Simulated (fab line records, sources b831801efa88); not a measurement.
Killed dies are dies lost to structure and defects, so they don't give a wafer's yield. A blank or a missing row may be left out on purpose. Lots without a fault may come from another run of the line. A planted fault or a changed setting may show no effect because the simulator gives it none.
Which tool did it? | flow gf180mcu | 6 lots, 18 wafers sampled, at 3 steps of a route of 602

WHAT THE GAUGES READ, wafer by wafer
GF_VT_IMPLANT_RS_MEAS_46: measures by four-point-probe.
lot  | measured     | on            | MVSD_RS (ohm/sq)
L484 | day 7 18:44  | film_metro-03 | 457.6 455.4 456.8
L488 | day 8 21:58  | film_metro-01 | 457.3 455.4 456.5
L490 | day 9 16:33  | film_metro-01 | 457.7 457.6 457.1
L495 | day 10 20:49 | film_metro-03 | 495.1 493.9 496.2
L501 | day 12 12:37 | film_metro-01 | 458.4 457.3 457.2
L506 | day 14 02:53 | film_metro-03 | 456.8 457.6 456.3

WHICH TOOL RAN EACH LOT (tool, then ch and the chambers of the sampled wafers, then the start)
lot  | GF_MVSD_IMPLANT_08              | GF_VT_IMPLANT_STRIP_42
L484 | implanter-01 ch 0, day 4 15:35  | plasma_asher-01 ch 0,1, day 7 18:26
L488 | implanter-04 ch 0, day 5 14:58  | plasma_asher-04 ch 0,1, day 8 21:38
L490 | implanter-04 ch 0, day 6 06:07  | plasma_asher-04 ch 0,1, day 9 16:14
L495 | implanter-01 ch 0, day 7 07:12  | plasma_asher-04 ch 0,1, day 10 20:27
L501 | implanter-04 ch 0, day 8 17:36  | plasma_asher-01 ch 0,1, day 12 12:13
L506 | implanter-04 ch 0, day 10 02:19 | plasma_asher-04 ch 0,1, day 14 02:34
- GF_MVSD_IMPLANT_08
- GF_VT_IMPLANT_STRIP_42: strips in O2/N2.

THE ANSWER, worked out from the rows above alone
Rule: what is usual is taken from the lots themselves. Put in order of their means at a reading, lots are off if they are a third of the lots or fewer, leave a main group of 4 or more, and stand apart from it by a gap of 3 or more times the standard deviation of the main group's means; of several such gaps the widest counts. A main group whose means are all the same, to the digits that the tables above print for the reading, isn't used. A lot without any number at a reading at which 4 lots or more have one is off too. The other lots that the step has rows for count as sound.
Off: L495, at GF_VT_IMPLANT_RS_MEAS_46 (MVSD_RS). The main group: mean 457.0 ohm/sq, standard deviation 0.48.
A tool fits if, at a process step before that reading, it ran every lot that is off, and no sound lot after the first of them. The gauges at GF_VT_IMPLANT_RS_MEAS_46 are tried like those tools. One fits: implanter-01 at GF_MVSD_IMPLANT_08. Its last sound lot is L484 (day 4 15:35), its first lot that is off L495 (day 7 07:12): a fault that began between those two fits.

WHAT THE SIMULATOR HAD PUT IN
Process parameter drift: implanter-01, from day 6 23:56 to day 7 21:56, at GF_MVSD_IMPLANT_08. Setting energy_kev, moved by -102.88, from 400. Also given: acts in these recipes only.
Lots struck among those shown: L495. The rule above found the same.
